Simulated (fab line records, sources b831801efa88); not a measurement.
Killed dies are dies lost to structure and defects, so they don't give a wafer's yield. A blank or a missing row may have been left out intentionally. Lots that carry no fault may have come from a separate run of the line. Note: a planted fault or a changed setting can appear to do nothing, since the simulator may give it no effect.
Which of the tools did it? | flow gf180mcu | 39 wafers from 13 lots sampled at 5 of the route's 602 steps

## WHAT EACH GAUGE READ, for each wafer
GF_STI_THK_MEAS_30. Usual: STI_OXIDATION_02_THK typically reads 10.01 nm, with standard deviation 0.18.
lot  | measured    | on           | STI_OXIDATION_02_THK (nm) | flag
L653 | day 2 06:41 | filmMetro-01 | 10.19 10.41 10.40         | 
L654 | day 2 11:01 | filmMetro-01 | 10.06 10.19 10.24         | 
L655 | day 2 16:47 | filmMetro-01 | 10.24 10.16 10.30         | 
L656 | day 2 21:45 | filmMetro-01 | 10.17 10.28 10.30         | 
L657 | day 3 02:59 | filmMetro-01 | 9.94 10.02 9.84           | 
L660 | day 3 18:12 | filmMetro-01 | 9.95 9.83 9.96            | 
L661 | day 3 23:50 | filmMetro-02 | 10.30 10.36 10.30         | 
L664 | day 4 16:30 | filmMetro-01 | 10.11 9.91 10.07          | 
L665 | day 4 21:22 | filmMetro-01 | 9.84 9.82 9.72            | 
L666 | day 5 01:15 | filmMetro-04 | 10.16 10.16 9.95          | 
L669 | day 5 15:42 | filmMetro-04 | 10.21 10.28 10.29         | 
L670 | day 5 22:55 | filmMetro-01 | 9.81 9.69 9.67            | 
L676 | day 7 05:10 | filmMetro-04 | 10.01 9.97 9.93           | 

GF_VT_IMPLANT_OVL_MEAS_40. Usual: VT_IMPLANT_03_OVL typically reads -1.2 nm, with standard deviation 1.4.
lot  | measured     | on         | VT_IMPLANT_03_OVL (nm) | flag
L653 | day 7 13:46  | overlay-02 | 0.2 -2.7 -0.8          | 
L654 | day 7 18:52  | overlay-02 | -0.3 0.1 0.1           | 
L655 | day 8 01:01  | overlay-02 | 0.6 -1.1 -0.3          | 
L656 | day 8 08:25  | overlay-02 | -1.8 -1.2 -1.7         | 
L657 | day 8 15:08  | overlay-02 | -119.7 -118.9 -117.5   | OFF
L660 | day 9 09:52  | overlay-01 | -1.1 -1.7 -1.8         | 
L661 | day 9 17:37  | overlay-02 | -119.3 -117.8 -119.0   | OFF
L664 | day 10 15:40 | overlay-02 | -119.4 -119.4 -119.9   | OFF
L665 | day 10 21:04 | overlay-02 | 2.0 -0.3 -1.3          | 
L666 | day 11 01:43 | overlay-01 | -0.8 -2.3 -0.7         | 
L669 | day 11 20:16 | overlay-02 | 0.0 -2.0 -0.8          | 
L670 | day 12 06:10 | overlay-01 | 1.0 0.1 -0.4           | 
L676 | day 13 23:19 | overlay-02 | -2.5 -3.2 -2.3         | 

GF_POLY_GATE_THK_MEAS_17. Usual: POLY_GATE_OXIDATION_THK typically reads 4.01 nm, with standard deviation 0.089.
lot  | measured     | on           | POLY_GATE_OXIDATION_THK (nm) | flag
L653 | day 9 06:16  | filmMetro-01 | 4.01 4.06 4.05               | 
L654 | day 9 13:29  | filmMetro-03 | 4.13 4.14 4.14               | 
L655 | day 9 18:47  | filmMetro-01 | 4.02 4.13 4.22               | 
L656 | day 10 02:19 | filmMetro-03 | 3.95 4.02 3.88               | 
L657 | day 10 09:32 | filmMetro-03 | 4.14 4.12 4.18               | 
L660 | day 11 05:29 | filmMetro-01 | 4.07 4.12 4.08               | 
L661 | day 11 13:28 | filmMetro-04 | 3.88 3.89 3.97               | 
L664 | day 12 13:46 | filmMetro-04 | 3.88 3.97 3.99               | 
L665 | day 12 20:16 | filmMetro-03 | 3.99 4.07 4.04               | 
L666 | day 13 00:28 | filmMetro-01 | 3.95 3.99 3.98               | 
L669 | day 13 20:25 | filmMetro-03 | 4.01 4.04 4.05               | 
L670 | day 14 04:58 | filmMetro-04 | 4.10 4.11 4.06               | 
L676 | day 16 01:13 | filmMetro-04 | 3.93 3.90 3.91               | 

GF_SAB_CD_MEAS_09: target cd 420 nm. Usual: cdNm 420.0 nm, standard deviation 2.
lot  | measured     | on       | cdNm (nm)         | flag
L653 | day 15 01:08 | cdSem-01 | 421.8 424.8 424.2 | 
L654 | day 15 11:31 | cdSem-02 | 421.6 419.9 421.3 | 
L655 | day 15 16:50 | cdSem-01 | 417.6 419.6 417.8 | 
L656 | day 16 03:00 | cdSem-02 | 418.9 419.3 420.7 | 
L657 | day 16 10:35 | cdSem-01 | 421.7 423.2 421.5 | 
L660 | day 17 13:09 | cdSem-01 | 418.4 418.7 418.5 | 
L661 | day 17 19:06 | cdSem-01 | 424.4 423.8 422.2 | 
L664 | day 19 04:07 | cdSem-01 | 420.9 420.5 419.4 | 
L665 | day 19 09:03 | cdSem-01 | 422.7 419.6 420.1 | 
L666 | day 19 15:52 | cdSem-02 | 419.4 420.2 419.2 | 
L669 | day 20 15:52 | cdSem-01 | 421.6 420.5 419.1 | 
L670 | day 21 02:37 | cdSem-01 | 416.2 418.1 418.6 | 
L676 | day 23 04:29 | cdSem-01 | 421.9 419.7 421.4 | 

## TOOL THAT RAN EACH LOT (tool first, then ch and the chambers of the sampled wafers, then the start)
lot  | GF_VT_IMPLANT_EXPOSE_37
L653 | ilineStepper-01 ch 0, day 7 06:05
L654 | ilineStepper-02 ch 0, day 7 10:53
L655 | ilineStepper-01 ch 0, day 7 17:21
L656 | ilineStepper-02 ch 0, day 8 01:03
L657 | ilineStepper-02 ch 0, day 8 07:02
L660 | ilineStepper-01 ch 0, day 9 01:43
L661 | ilineStepper-02 ch 0, day 9 09:42
L664 | ilineStepper-02 ch 0, day 10 06:58
L665 | ilineStepper-01 ch 0, day 10 11:56
L666 | ilineStepper-01 ch 0, day 10 16:52
L669 | ilineStepper-01 ch 0, day 11 11:23
L670 | ilineStepper-01 ch 0, day 11 20:28
L676 | ilineStepper-01 ch 0, day 13 13:35
- GF_VT_IMPLANT_EXPOSE_37: exposes mask Nwell HV AREA, target cd 860 nm.

## WHAT THE TOOLS THEMSELVES READ (means of the sampled wafers that have a number; where no wafer has one, the mark that the record gives instead)
The record holds no such reading with a usual standard deviation.

## THE ANSWER, worked out from the rows above alone
Rule: a lot counts as off when the mean over its wafers that have a number is more than 3 standard deviations away from the usual mean. A lot without any number at a reading at which 4 lots or more have one is off too. Where the step has rows for the other lots, those lots are counted as sound. After the gauges, taken in route order, come the tools' own readings; for these a lot's mean is taken, as printed above. At the first step where some lot is off, the reading lying furthest off is the one used; lots without a number count as furthest.
Off: L657, L661, L664, at GF_VT_IMPLANT_OVL_MEAS_40 (VT_IMPLANT_03_OVL).
A tool fits if, at a process step before that reading, it ran every lot that is off, and no sound lot after the first of them. The gauges at GF_VT_IMPLANT_OVL_MEAS_40 are tried like those tools. One fits: GF_VT_IMPLANT_EXPOSE_37 on ilineStepper-02. Its last sound lot is L656 (day 8 01:03), its first lot that is off L657 (day 8 07:02): a fault that began between those two fits.

## WHAT THE SIMULATOR HAD INSERTED
Scanner matching overlay: ilineStepper-02, from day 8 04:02 on, at GF_VT_IMPLANT_EXPOSE_37. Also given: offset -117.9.
Struck lots among those shown: L657, L661, L664. The rule given above showed the same thing.
